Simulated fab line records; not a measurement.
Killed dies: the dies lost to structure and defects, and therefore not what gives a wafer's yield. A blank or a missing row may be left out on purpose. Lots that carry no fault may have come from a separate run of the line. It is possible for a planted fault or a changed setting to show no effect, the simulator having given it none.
fab line records -- flow sky130
record: lots: 24, wafers: 72, lastDay: 50
route steps=708 shown VIA1@471 METAL4@631 VIA4@641 METAL5@666
lots that met no fault: from a run of the same line without faults
startH: hours from the record's opening day to when the first of the lot's shown wafers began -- waitH: hours from the lot's prior step to this one -- " same as the row above -- L1.1+2: a row that stands for several wafers -- - no value present, or no start provided -- * or withheld: withheld -- < > ~ a bound
route shown NAME@n: a module of which the file shows steps, and the number in the route of the first -- usual: the fault-free wafers' mean and standard deviation -- same: alike in all rows -- chamber/n: place in a boat -- sites: per-site readings -- _std_site: their standard deviation -- _edge_site: inner sites' mean taken away from outer sites' mean -- radiusMm: for every site, how far away it sits from the centre of the wafer -- mask NAME#n: copy n -- behind: tool/chamber where the wafer was last shaped -- hold: the reason the lot was held/the length of the hold in hours/how it ended -- device: names the non-switching transistor (n, p or np) -- end of line: tests of these same wafers at the route's end -- for a step that has no rows: nothing shown but its recipe -- killed: dies lost to structure and defects at the first sort, not the wafer's yield -- map: dies across one wafer; x = killed, . = not, _ = none there
set.NAME: the setting the step ran with; set.NAME@STEP: the setting that earlier step ran with -- model.NAME: the simulator's own value behind a step, which no gauge read
a sample of lots followed through the steps of the route, with each step as a table and each wafer as a row
services: when a tool's chamber went out of use (startH, in hours from the record's first day, below 0 if earlier), for how many hours, and the reason
== steps ==
step: SKY_VIA1_OVL_MEAS_13
usual: VIA1_OVL: 3/5.5
lot.wafer,tool,chamber,startH,waitH,VIA1_OVL[nm]
L075.2,overlay-02,-,795.66,0.1,14
L075.3,overlay-02,-,795.66,0.1,4
L075.6,overlay-02,-,795.66,0.1,11
L074.1,overlay-01,-,797.76,0.1,8
L074.3,overlay-01,-,797.76,0.1,4
L074.6,overlay-01,-,797.76,0.1,5
L076.1,overlay-01,-,810.07,0.1,1
L076.3,overlay-01,-,810.07,0.1,3
L076.4,overlay-01,-,810.07,0.1,3
L077.1,overlay-01,-,815.62,0.1,8
L077.4,overlay-01,-,815.62,0.1,1
L077.5,overlay-01,-,815.62,0.1,7
L078.2,overlay-02,-,845.31,0.1,4
L078.3,overlay-02,-,845.31,0.1,-7
L078.5,overlay-02,-,845.31,0.1,-10
L079.3,overlay-01,-,847.03,0.1,-4
L079.4,overlay-01,-,847.03,0.1,6
L079.6,overlay-01,-,847.03,0.1,6
L081.3,overlay-01,-,847.59,0.1,0
L081.4,overlay-01,-,847.59,0.1,8
L081.6,overlay-01,-,847.59,0.1,9
L080.1,overlay-01,-,849.17,0.1,-1
L080.4,overlay-01,-,849.17,0.1,11
L080.5,overlay-01,-,849.17,0.1,2
L082.2,overlay-02,-,854.35,0.1,8
L082.3,overlay-02,-,854.35,0.1,-2
L082.5,overlay-02,-,854.35,0.1,-3
L083.2,overlay-01,-,863.31,0.1,-7
L083.5,overlay-01,-,863.31,0.1,7
L083.6,overlay-01,-,863.31,0.1,-9
L084.1,overlay-02,-,871.16,0.1,12
L084.2,overlay-02,-,871.16,0.1,-1
L084.5,overlay-02,-,871.16,0.1,10
L085.1,overlay-02,-,877.82,0.1,7
L085.5,overlay-02,-,877.82,0.1,1
L085.6,overlay-02,-,877.82,0.1,-5
L086.1,overlay-02,-,885.57,0.1,3
L086.2,overlay-02,-,885.57,0.1,0
L086.6,overlay-02,-,885.57,0.1,-3
L087.1,overlay-01,-,897.12,0.1,4
L087.5,overlay-01,-,897.12,0.1,3
L087.6,overlay-01,-,897.12,0.1,-6
L088.2,overlay-02,-,901.58,0.1,-9
L088.3,overlay-02,-,901.58,0.1,-2
L088.5,overlay-02,-,901.58,0.1,-4
L089.1,overlay-02,-,906.22,0.1,5
L089.4,overlay-02,-,906.22,0.1,1
L089.5,overlay-02,-,906.22,0.1,9
L090.3,overlay-02,-,914.68,0.1,10
L090.4,overlay-02,-,914.68,0.1,10
L090.6,overlay-02,-,914.68,0.1,2
L091.1,overlay-01,-,915.86,0.1,0
L091.2,overlay-01,-,915.86,0.1,2
L091.4,overlay-01,-,915.86,0.1,3
L092.3,overlay-01,-,919.92,0.1,9
L092.5,overlay-01,-,919.92,0.1,8
L092.6,overlay-01,-,919.92,0.1,8
L094.1,overlay-01,-,943.21,0.1,-1
L094.5,overlay-01,-,943.21,0.1,-7
L094.6,overlay-01,-,943.21,0.1,5
L093.1,overlay-02,-,944.12,0.1,7
L093.2,overlay-02,-,944.12,0.1,1
L093.6,overlay-02,-,944.12,0.1,5
L095.3,overlay-01,-,946.98,0.1,-2
L095.5,overlay-01,-,946.98,0.1,3
L095.6,overlay-01,-,946.98,0.1,5
L096.1,overlay-02,-,952.22,0.1,-7
L096.3,overlay-02,-,952.22,0.1,3
L096.4,overlay-02,-,952.22,0.1,-1
L097.1,overlay-02,-,959.08,0.1,-8
L097.3,overlay-02,-,959.08,0.1,-7
L097.5,overlay-02,-,959.08,0.1,-3
step: SKY_VIA1_RS_MEAS_22
recipe: thkMeasGauge: four-point-probe, reads: W_of_VIA1_CVD_21+TiN_of_VIA1_SPUTTER_20
usual: VIA1_W_RS: 0.425/0.0037
lot.wafer,tool,chamber,startH,waitH,VIA1_W_RS[ohm/sq]
L075.2,filmMetro-03,-,796.55,0.1,0.419
L075.3,filmMetro-03,-,796.55,0.1,0.424
L075.6,filmMetro-03,-,796.55,0.1,0.426
L074.1,filmMetro-03,-,798.67,0.1,0.424
L074.3,filmMetro-03,-,798.67,0.1,0.421
L074.6,filmMetro-03,-,798.67,0.1,0.421
L076.1,filmMetro-02,-,810.94,0.1,0.426
L076.3,filmMetro-02,-,810.94,0.1,0.426
L076.4,filmMetro-02,-,810.94,0.1,0.421
L077.1,filmMetro-03,-,816.51,0.1,0.419
L077.4,filmMetro-03,-,816.51,0.1,0.425
L077.5,filmMetro-03,-,816.51,0.1,0.429
L078.2,filmMetro-02,-,846.20,0.1,0.419
L078.3,filmMetro-02,-,846.20,0.1,0.424
L078.5,filmMetro-02,-,846.20,0.1,0.425
L079.3,filmMetro-02,-,847.93,0.1,0.427
L079.4,filmMetro-02,-,847.93,0.1,0.424
L079.6,filmMetro-02,-,847.93,0.1,0.425
L081.3,filmMetro-02,-,848.49,0.1,0.423
L081.4,filmMetro-02,-,848.49,0.1,0.425
L081.6,filmMetro-02,-,848.49,0.1,0.424
L080.1,filmMetro-01,-,850.05,0.1,0.428
L080.4,filmMetro-01,-,850.05,0.1,0.428
L080.5,filmMetro-01,-,850.05,0.1,0.424
L082.2,filmMetro-02,-,855.24,0.1,0.429
L082.3,filmMetro-02,-,855.24,0.1,0.422
L082.5,filmMetro-02,-,855.24,0.1,0.421
L083.2,filmMetro-02,-,864.20,0.1,0.427
L083.5,filmMetro-02,-,864.20,0.1,0.423
L083.6,filmMetro-02,-,864.20,0.1,0.426
L084.1,filmMetro-01,-,872.03,0.1,0.428
L084.2,filmMetro-01,-,872.03,0.1,0.427
L084.5,filmMetro-01,-,872.03,0.1,0.433
L085.1,filmMetro-02,-,878.73,0.1,0.425
L085.5,filmMetro-02,-,878.73,0.1,0.422
L085.6,filmMetro-02,-,878.73,0.1,0.414
L086.1,filmMetro-02,-,886.45,0.1,0.426
L086.2,filmMetro-02,-,886.45,0.1,0.429
L086.6,filmMetro-02,-,886.45,0.1,0.430
L087.1,filmMetro-01,-,897.99,0.1,0.431
L087.5,filmMetro-01,-,897.99,0.1,0.425
L087.6,filmMetro-01,-,897.99,0.1,0.430
L088.2,filmMetro-01,-,902.47,0.1,0.426
L088.3,filmMetro-01,-,902.47,0.1,0.426
L088.5,filmMetro-01,-,902.47,0.1,0.427
L089.1,filmMetro-02,-,907.09,0.1,0.422
L089.4,filmMetro-02,-,907.09,0.1,0.419
L089.5,filmMetro-02,-,907.09,0.1,0.424
L090.3,filmMetro-01,-,915.59,0.1,0.427
L090.4,filmMetro-01,-,915.59,0.1,0.419
L090.6,filmMetro-01,-,915.59,0.1,0.419
L091.1,filmMetro-01,-,916.73,0.1,0.432
L091.2,filmMetro-01,-,916.73,0.1,0.426
L091.4,filmMetro-01,-,916.73,0.1,0.419
L092.3,filmMetro-03,-,920.82,0.1,0.426
L092.5,filmMetro-03,-,920.82,0.1,0.423
L092.6,filmMetro-03,-,920.82,0.1,0.428
L094.1,filmMetro-03,-,944.16,0.1,0.424
L094.5,filmMetro-03,-,944.16,0.1,0.424
L094.6,filmMetro-03,-,944.16,0.1,0.430
L093.1,filmMetro-01,-,945.06,0.1,0.420
L093.2,filmMetro-01,-,945.06,0.1,0.426
L093.6,filmMetro-01,-,945.06,0.1,0.419
L095.3,filmMetro-02,-,947.94,0.1,0.425
L095.5,filmMetro-02,-,947.94,0.1,0.423
L095.6,filmMetro-02,-,947.94,0.1,0.426
L096.1,filmMetro-02,-,953.10,0.1,0.423
L096.3,filmMetro-02,-,953.10,0.1,0.430
L096.4,filmMetro-02,-,953.10,0.1,0.426
L097.1,filmMetro-01,-,959.99,0.1,0.429
L097.3,filmMetro-01,-,959.99,0.1,0.434
L097.5,filmMetro-01,-,959.99,0.1,0.429
step: SKY_METAL4_DESCUM_15
recipe: chemistry: O2, sourcePowerW: 150, biasPowerW: 0, pressureMtorr: 10, tempC: 40, timeS: 8
usual: drypumpMotorCurrentA: 5.8/0.55, oesProductAu: 1.002/0.0069
lot.wafer,tool,chamber,startH,waitH,drypumpMotorCurrentA,oesProductAu,rfHoursCounterH
L075.2,rieMetal-02,0,981.49,0.0,6.0,0.990,9
L075.3,rieMetal-02,0,981.49,0.0,5.9,0.985,-
L075.6,rieMetal-02,1,981.49,0.0,6.0,1.004,-
L074.1,rieMetal-02,1,985.72,0.0,6.0,1.016,12
L074.3,rieMetal-02,1,985.72,0.0,6.0,1.009,-
L074.6,rieMetal-02,1,985.72,0.0,6.0,1.004,-
L076.1,rieMetal-04,1,994.32,0.0,4.7,0.994,5
L076.3,rieMetal-04,1,994.32,0.0,4.7,1.000,-
L076.4,rieMetal-04,0,994.32,0.0,6.4,1.001,-
L077.1,rieMetal-02,1,1001.72,0.0,6.0,1.010,13
L077.4,rieMetal-02,0,1001.72,0.0,5.9,1.001,-
L077.5,rieMetal-02,0,1001.72,0.0,5.9,1.000,-
L078.2,rieMetal-04,1,1027.69,0.0,4.7,1.010,8
L078.3,rieMetal-04,1,1027.69,0.0,4.7,0.996,-
L078.5,rieMetal-04,1,1027.69,0.0,4.7,0.998,-
L081.3,rieMetal-01,1,1028.31,0.0,6.1,1.003,-
L081.4,rieMetal-01,0,1028.31,0.0,5.2,1.006,-
L081.6,rieMetal-01,0,1028.31,0.0,5.2,0.994,-
L079.3,rieMetal-01,0,1029.34,0.0,5.2,0.999,-
L079.4,rieMetal-01,1,1029.34,0.0,6.1,1.008,-
L079.6,rieMetal-01,0,1029.34,0.0,5.2,1.000,-
L080.1,rieMetal-02,0,1029.74,0.0,6.0,1.003,11
L080.4,rieMetal-02,0,1029.74,0.0,6.0,1.000,-
L080.5,rieMetal-02,1,1029.74,0.0,6.0,1.004,-
L082.2,rieMetal-04,0,1034.32,0.0,6.4,0.993,1
L082.3,rieMetal-04,1,1034.32,0.0,4.7,0.998,-
L082.5,rieMetal-04,1,1034.32,0.0,4.7,1.009,-
L083.2,rieMetal-01,1,1041.02,0.0,6.0,1.014,10
L083.5,rieMetal-01,0,1041.02,0.0,5.2,0.998,-
L083.6,rieMetal-01,1,1041.02,0.0,6.1,1.002,-
L084.1,rieMetal-01,0,1047.33,0.0,5.2,1.003,19
L084.2,rieMetal-01,1,1047.33,0.0,6.1,1.001,11
L084.5,rieMetal-01,1,1047.33,0.0,6.1,1.014,-
L085.1,rieMetal-04,1,1054.23,0.0,4.7,1.005,10
L085.5,rieMetal-04,1,1054.23,0.0,4.8,1.017,-
L085.6,rieMetal-04,0,1054.23,0.0,6.5,1.011,-
L086.1,rieMetal-01,0,1058.03,0.0,5.2,1.006,21
L086.2,rieMetal-01,1,1058.03,0.0,6.1,0.996,12
L086.6,rieMetal-01,1,1058.03,0.0,6.0,1.007,-
L087.1,rieMetal-02,0,1076.12,0.0,5.9,0.995,14
L087.5,rieMetal-02,0,1076.12,0.0,6.0,0.989,-
L087.6,rieMetal-02,1,1076.12,0.0,6.0,0.999,-
L088.2,rieMetal-04,0,1076.82,0.0,6.4,1.008,4
L088.3,rieMetal-04,1,1076.82,0.0,4.7,1.005,-
L088.5,rieMetal-04,0,1076.82,0.0,6.4,1.006,-
L089.1,rieMetal-01,0,1078.17,0.0,5.2,0.994,22
L089.4,rieMetal-01,1,1078.17,0.0,6.1,0.995,-
L089.5,rieMetal-01,1,1078.17,0.0,6.0,0.994,-
L090.3,rieMetal-02,0,1083.19,0.0,5.9,0.991,-
L090.4,rieMetal-02,1,1083.19,0.0,6.0,1.001,-
L090.6,rieMetal-02,1,1083.19,0.0,6.0,1.006,-
L091.1,rieMetal-04,1,1084.19,0.0,4.7,1.005,13
L091.2,rieMetal-04,0,1084.19,0.0,6.4,1.002,5
L091.4,rieMetal-04,1,1084.19,0.0,4.7,1.002,-
L092.3,rieMetal-01,1,1087.78,0.0,6.1,0.993,-
L092.5,rieMetal-01,0,1087.78,0.0,5.2,1.003,-
L092.6,rieMetal-01,1,1087.78,0.0,6.1,0.993,-
L094.1,rieMetal-02,1,1107.93,0.0,6.0,1.008,19
L094.5,rieMetal-02,1,1107.93,0.0,6.0,1.006,-
L094.6,rieMetal-02,0,1107.93,0.0,5.9,0.993,-
L093.1,rieMetal-01,0,1109.79,0.0,5.2,0.996,24
L093.2,rieMetal-01,1,1109.79,0.0,6.1,0.991,15
L093.6,rieMetal-01,1,1109.79,0.0,6.1,0.995,-
L095.3,rieMetal-02,0,1111.40,0.0,5.9,1.008,-
L095.5,rieMetal-02,1,1111.40,0.0,6.0,1.011,-
L095.6,rieMetal-02,0,1111.40,0.0,5.9,0.996,-
L096.1,rieMetal-02,0,1119.89,0.0,5.9,1.000,17
L096.3,rieMetal-02,1,1119.89,0.0,6.0,0.996,-
L096.4,rieMetal-02,0,1119.89,0.0,5.9,0.995,-
L097.1,rieMetal-04,1,1123.29,0.0,4.7,0.999,16
L097.3,rieMetal-04,0,1123.29,0.0,6.5,1.001,-
L097.5,rieMetal-04,1,1123.29,0.0,4.7,0.996,-
step: SKY_VIA4_CMP_02
recipe: material: SiO2, downForcePsi: 4, platenRpm: 60, padVelocityMS: 0.94248
usual: motorCurrentA: 11.8/0.9, slurryFlowMlMin: 150.0/0.44
lot.wafer,tool,chamber,startH,waitH,motorCurrentA,slurryFlowMlMin
L075.3,cmp-02,3,982.80,0.1,12.7,150.0
L075.2,cmp-02,0,982.80,0.1,11.5,149.7
L075.6,cmp-02,1,982.80,0.1,13.4,149.8
L074.1,cmp-01,2,987.08,0.1,10.7,150.3
L074.3,cmp-01,3,987.08,0.1,12.2,149.2
L074.6,cmp-01,3,987.08,0.1,11.5,149.3
L076.3,cmp-02,2,996.16,0.0,11.5,150.5
L076.4,cmp-02,0,996.16,0.0,11.7,149.7
L076.1,cmp-02,1,996.16,0.0,13.6,149.9
L077.1,cmp-01,2,1003.00,0.2,10.9,150.1
L077.4,cmp-01,3,1003.00,0.2,11.9,150.0
L077.5,cmp-01,0,1003.00,0.2,12.9,149.8
L078.3,cmp-01,2,1028.89,0.0,10.9,148.9
L078.2,cmp-01,1,1028.89,0.0,10.7,150.4
L078.5,cmp-01,3,1028.89,0.0,11.8,149.8
L081.4,cmp-01,3,1030.03,0.1,12.1,149.9
L081.3,cmp-01,0,1030.03,0.1,12.9,150.1
L081.6,cmp-01,2,1030.03,0.1,11.9,149.2
L079.4,cmp-02,1,1030.55,0.1,14.0,150.4
L079.3,cmp-02,3,1030.55,0.1,12.0,150.7
L079.6,cmp-02,0,1030.55,0.1,12.0,150.9
L080.4,cmp-02,1,1031.02,0.0,12.9,150.3
L080.1,cmp-02,2,1031.02,0.0,11.4,150.6
L080.5,cmp-02,1,1031.02,0.0,13.5,149.9
L082.3,cmp-01,0,1036.06,0.1,13.4,150.4
L082.2,cmp-01,1,1036.06,0.1,10.4,150.1
L082.5,cmp-01,2,1036.06,0.1,11.5,150.1
L083.2,cmp-01,0,1042.18,0.0,12.8,149.0
L083.6,cmp-01,0,1042.18,0.0,12.0,150.0
L083.5,cmp-01,1,1042.18,0.0,10.8,149.6
L084.1,cmp-01,3,1048.58,0.1,12.0,150.2
L084.2,cmp-01,1,1048.58,0.1,10.8,149.9
L084.5,cmp-01,3,1048.58,0.1,12.3,150.6
L085.1,cmp-02,1,1055.53,0.1,13.6,149.7
L085.6,cmp-02,3,1055.53,0.1,11.6,150.0
L085.5,cmp-02,0,1055.53,0.1,10.9,149.7
L086.2,cmp-01,2,1059.20,0.0,11.2,149.7
L086.1,cmp-01,1,1059.20,0.0,10.7,149.2
L086.6,cmp-01,3,1059.20,0.0,11.5,150.4
L087.1,cmp-02,1,1077.43,0.2,13.6,150.4
L087.5,cmp-02,2,1077.43,0.2,11.9,149.8
L087.6,cmp-02,3,1077.43,0.2,12.7,149.7
L088.2,cmp-01,2,1078.11,0.1,11.0,149.3
L088.3,cmp-01,0,1078.11,0.1,13.1,149.4
L088.5,cmp-01,2,1078.11,0.1,11.2,150.6
L089.4,cmp-01,1,1079.41,0.1,11.1,150.0
L089.1,cmp-01,2,1079.41,0.1,11.2,149.4
L089.5,cmp-01,0,1079.41,0.1,13.0,149.9
L090.3,cmp-01,3,1084.45,0.1,11.8,150.0
L090.4,cmp-01,0,1084.45,0.1,12.7,149.5
L090.6,cmp-01,1,1084.45,0.1,10.9,150.1
L091.2,cmp-01,2,1085.39,0.0,11.1,149.5
L091.1,cmp-01,0,1085.39,0.0,12.7,149.5
L091.4,cmp-01,1,1085.39,0.0,10.3,149.5
L092.3,cmp-02,3,1089.04,0.1,12.2,149.9
L092.6,cmp-02,1,1089.04,0.1,12.9,149.4
L092.5,cmp-02,2,1089.04,0.1,12.0,150.6
L094.1,cmp-01,1,1109.16,0.1,10.6,150.6
L094.6,cmp-01,1,1109.16,0.1,10.2,149.3
L094.5,cmp-01,2,1109.16,0.1,10.7,149.7
L093.1,cmp-01,3,1111.08,0.1,11.9,149.9
L093.2,cmp-01,0,1111.08,0.1,12.4,149.8
L093.6,cmp-01,2,1111.08,0.1,11.5,150.0
L095.3,cmp-02,0,1112.62,0.0,11.4,150.4
L095.6,cmp-02,0,1112.62,0.0,11.5,150.4
L095.5,cmp-02,1,1112.62,0.0,13.4,150.1
L096.4,cmp-02,1,1123.08,1.7,13.5,149.7
L096.3,cmp-02,3,1123.08,1.7,12.5,149.9
L096.1,cmp-02,0,1123.08,1.7,11.7,150.0
L097.3,cmp-01,0,1126.02,1.5,12.6,149.7
L097.1,cmp-01,1,1126.02,1.5,10.6,150.2
L097.5,cmp-01,0,1126.02,1.5,12.5,149.6
step: SKY_VIA4_BOW_MEAS_03
recipe: mode: bow
usual: VIA4_BOW: 78/7.8
lot.wafer,tool,chamber,startH,waitH,VIA4_BOW[um]
L075.2,filmMetro-04,-,983.02,0.1,77
L075.3,filmMetro-04,-,983.02,0.1,70
L075.6,filmMetro-04,-,983.02,0.1,69
L074.1,filmMetro-01,-,987.38,0.2,80
L074.3,filmMetro-01,-,987.38,0.2,85
L074.6,filmMetro-01,-,987.38,0.2,78
L076.1,filmMetro-04,-,996.46,0.1,87
L076.3,filmMetro-04,-,996.46,0.1,76
L076.4,filmMetro-04,-,996.46,0.1,74
L077.1,filmMetro-01,-,1003.20,0.1,73
L077.4,filmMetro-01,-,1003.20,0.1,79
L077.5,filmMetro-01,-,1003.20,0.1,86
L078.2,filmMetro-01,-,1029.21,0.1,85
L078.3,filmMetro-01,-,1029.21,0.1,81
L078.5,filmMetro-01,-,1029.21,0.1,72
L081.3,filmMetro-04,-,1030.32,0.2,82
L081.4,filmMetro-04,-,1030.32,0.2,79
L081.6,filmMetro-04,-,1030.32,0.2,69
L079.3,filmMetro-01,-,1030.84,0.1,68
L079.4,filmMetro-01,-,1030.84,0.1,79
L079.6,filmMetro-01,-,1030.84,0.1,75
L080.1,filmMetro-04,-,1031.32,0.2,73
L080.4,filmMetro-04,-,1031.32,0.2,84
L080.5,filmMetro-04,-,1031.32,0.2,60
L082.2,filmMetro-01,-,1036.28,0.1,83
L082.3,filmMetro-01,-,1036.28,0.1,77
L082.5,filmMetro-01,-,1036.28,0.1,85
L083.2,filmMetro-01,-,1042.50,0.3,80
L083.5,filmMetro-01,-,1042.50,0.3,77
L083.6,filmMetro-01,-,1042.50,0.3,75
L084.1,filmMetro-01,-,1048.83,0.2,95
L084.2,filmMetro-01,-,1048.83,0.2,81
L084.5,filmMetro-01,-,1048.83,0.2,89
L085.1,filmMetro-04,-,1055.73,0.1,76
L085.5,filmMetro-04,-,1055.73,0.1,77
L085.6,filmMetro-04,-,1055.73,0.1,79
L086.1,filmMetro-03,-,1059.50,0.1,70
L086.2,filmMetro-03,-,1059.50,0.1,75
L086.6,filmMetro-03,-,1059.50,0.1,82
L087.1,filmMetro-04,-,1077.58,0.1,79
L087.5,filmMetro-04,-,1077.58,0.1,62
L087.6,filmMetro-04,-,1077.58,0.1,71
L088.2,filmMetro-03,-,1078.38,0.2,92
L088.3,filmMetro-03,-,1078.38,0.2,77
L088.5,filmMetro-03,-,1078.38,0.2,77
L089.1,filmMetro-01,-,1079.66,0.1,78
L089.4,filmMetro-01,-,1079.66,0.1,74
L089.5,filmMetro-01,-,1079.66,0.1,79
L090.3,filmMetro-01,-,1084.69,0.2,70
L090.4,filmMetro-01,-,1084.69,0.2,72
L090.6,filmMetro-01,-,1084.69,0.2,68
L091.1,filmMetro-04,-,1085.69,0.1,88
L091.2,filmMetro-04,-,1085.69,0.1,75
L091.4,filmMetro-04,-,1085.69,0.1,83
L092.3,filmMetro-03,-,1089.28,0.2,80
L092.5,filmMetro-03,-,1089.28,0.2,72
L092.6,filmMetro-03,-,1089.28,0.2,83
L094.1,filmMetro-03,-,1109.46,0.2,79
L094.5,filmMetro-03,-,1109.46,0.2,75
L094.6,filmMetro-03,-,1109.46,0.2,80
L093.1,filmMetro-01,-,1111.33,0.2,80
L093.2,filmMetro-01,-,1111.33,0.2,73
L093.6,filmMetro-01,-,1111.33,0.2,68
L095.3,filmMetro-03,-,1112.96,0.3,81
L095.5,filmMetro-03,-,1112.96,0.3,71
L095.6,filmMetro-03,-,1112.96,0.3,73
L096.1,filmMetro-04,-,1123.38,0.1,71
L096.3,filmMetro-04,-,1123.38,0.1,67
L096.4,filmMetro-04,-,1123.38,0.1,78
L097.1,filmMetro-04,-,1126.32,0.2,90
L097.3,filmMetro-04,-,1126.32,0.2,99
L097.5,filmMetro-04,-,1126.32,0.2,92
step: SKY_METAL5_RS_MEAS_05
recipe: thkMeasGauge: four-point-probe, reads: TiN_of_METAL5_SPUTTER_04+Ti_of_METAL5_SPUTTER_03+AlCu_of_METAL5_SPUTTER_02+TiN_of_METAL5_SPUTTER_01+Ti_of_METAL5_SPUTTER_00
usual: METAL5_ALCU_RS: 0.02697/0.00027
lot.wafer,tool,chamber,startH,waitH,METAL5_ALCU_RS[ohm/sq]
L075.2,filmMetro-02,-,1007.58,0.0,0.02698
L075.3,filmMetro-02,-,1007.58,0.0,0.02673
L075.6,filmMetro-02,-,1007.58,0.0,0.02674
L074.1,filmMetro-04,-,1012.38,0.0,0.02732
L074.3,filmMetro-04,-,1012.38,0.0,0.02714
L074.6,filmMetro-04,-,1012.38,0.0,0.02728
L076.1,filmMetro-03,-,1020.51,0.0,0.02665
L076.3,filmMetro-03,-,1020.51,0.0,0.02629
L076.4,filmMetro-03,-,1020.51,0.0,0.02671
L077.1,filmMetro-03,-,1026.76,0.0,0.0273
L077.4,filmMetro-03,-,1026.76,0.0,0.02741
L077.5,filmMetro-03,-,1026.76,0.0,0.02732
L078.2,filmMetro-02,-,1052.68,0.0,0.02708
L078.3,filmMetro-02,-,1052.68,0.0,0.02703
L078.5,filmMetro-02,-,1052.68,0.0,0.02702
L081.3,filmMetro-04,-,1053.67,0.1,0.02671
L081.4,filmMetro-04,-,1053.67,0.1,0.02666
L081.6,filmMetro-04,-,1053.67,0.1,0.02686
L079.3,filmMetro-02,-,1054.65,0.1,0.02705
L079.4,filmMetro-02,-,1054.65,0.1,0.02693
L079.6,filmMetro-02,-,1054.65,0.1,0.02671
L080.1,filmMetro-04,-,1054.71,0.0,0.0269
L080.4,filmMetro-04,-,1054.71,0.0,0.02739
L080.5,filmMetro-04,-,1054.71,0.0,0.02734
L082.2,filmMetro-03,-,1058.09,0.0,0.02724
L082.3,filmMetro-03,-,1058.09,0.0,0.027
L082.5,filmMetro-03,-,1058.09,0.0,0.02698
L083.2,filmMetro-04,-,1064.70,0.0,0.02677
L083.5,filmMetro-04,-,1064.70,0.0,0.02683
L083.6,filmMetro-04,-,1064.70,0.0,0.02694
L084.1,filmMetro-02,-,1072.09,0.0,0.02692
L084.2,filmMetro-02,-,1072.09,0.0,0.02708
L084.5,filmMetro-02,-,1072.09,0.0,0.02709
L085.1,filmMetro-02,-,1079.32,0.1,0.02668
L085.5,filmMetro-02,-,1079.32,0.1,0.02662
L085.6,filmMetro-02,-,1079.32,0.1,0.02674
L086.1,filmMetro-03,-,1082.97,0.0,0.02713
L086.2,filmMetro-03,-,1082.97,0.0,0.0273
L086.6,filmMetro-03,-,1082.97,0.0,0.02731
L087.1,filmMetro-04,-,1099.85,0.0,0.02724
L087.5,filmMetro-04,-,1099.85,0.0,0.02707
L087.6,filmMetro-04,-,1099.85,0.0,0.02716
L088.2,filmMetro-03,-,1100.37,0.0,0.02704
L088.3,filmMetro-03,-,1100.37,0.0,0.02682
L088.5,filmMetro-03,-,1100.37,0.0,0.02671
L089.1,filmMetro-02,-,1101.66,0.0,0.02673
L089.4,filmMetro-02,-,1101.66,0.0,0.02702
L089.5,filmMetro-02,-,1101.66,0.0,0.02697
L090.3,filmMetro-02,-,1105.29,0.1,0.02641
L090.4,filmMetro-02,-,1105.29,0.1,0.02655
L090.6,filmMetro-02,-,1105.29,0.1,0.02645
L091.1,filmMetro-04,-,1107.94,0.0,0.02688
L091.2,filmMetro-04,-,1107.94,0.0,0.02685
L091.4,filmMetro-04,-,1107.94,0.0,0.02668
L092.3,filmMetro-04,-,1111.00,0.1,0.02684
L092.5,filmMetro-04,-,1111.00,0.1,0.02663
L092.6,filmMetro-04,-,1111.00,0.1,0.02697
L094.1,filmMetro-03,-,1129.42,0.0,0.02757
L094.5,filmMetro-03,-,1129.42,0.0,0.02729
L094.6,filmMetro-03,-,1129.42,0.0,0.02738
L093.1,filmMetro-04,-,1130.52,0.0,0.02693
L093.2,filmMetro-04,-,1130.52,0.0,0.02681
L093.6,filmMetro-04,-,1130.52,0.0,0.02689
L095.3,filmMetro-04,-,1132.44,0.1,0.02684
L095.5,filmMetro-04,-,1132.44,0.1,0.02683
L095.6,filmMetro-04,-,1132.44,0.1,0.02714
L096.1,filmMetro-04,-,1143.08,0.0,0.02733
L096.3,filmMetro-04,-,1143.08,0.0,0.02729
L096.4,filmMetro-04,-,1143.08,0.0,0.02742
L097.1,filmMetro-02,-,1146.92,0.0,0.02713
L097.3,filmMetro-02,-,1146.92,0.0,0.02681
L097.5,filmMetro-02,-,1146.92,0.0,0.02743
== services ==
tool,chamber,startH,hours,kind
rieMetal-02,-,977.81,1.4,pm
rieMetal-02,0,984.22,11.5,repair
cmp-02,-,1002.14,4.5,pm
rieMetal-04,0,1002.37,-,clean
rieMetal-04,0,1002.37,22.9,scheduledDown
rieMetal-04,0,1002.37,22.9,ventCycle
rieMetal-01,-,1007.61,0.8,repair
cmp-01,-,1011.51,0.2,repair
rieMetal-02,-,1033.53,0.7,repair
rieMetal-01,-,1039.83,1.0,repair
cmp-01,-,1049.72,2.0,repair
cmp-01,-,1069.11,0.9,repair
rieMetal-02,-,1080.64,1.8,repair
cmp-02,-,1084.03,4.0,pm
cmp-02,-,1088.03,-,consumableReplace:conditioner
cmp-02,-,1088.03,-,consumableReplace:pad
rieMetal-01,-,1113.17,2.8,pm
cmp-01,-,1113.71,10.5,pm
rieMetal-02,0,1122.50,18.1,repair
== key ==
fault none
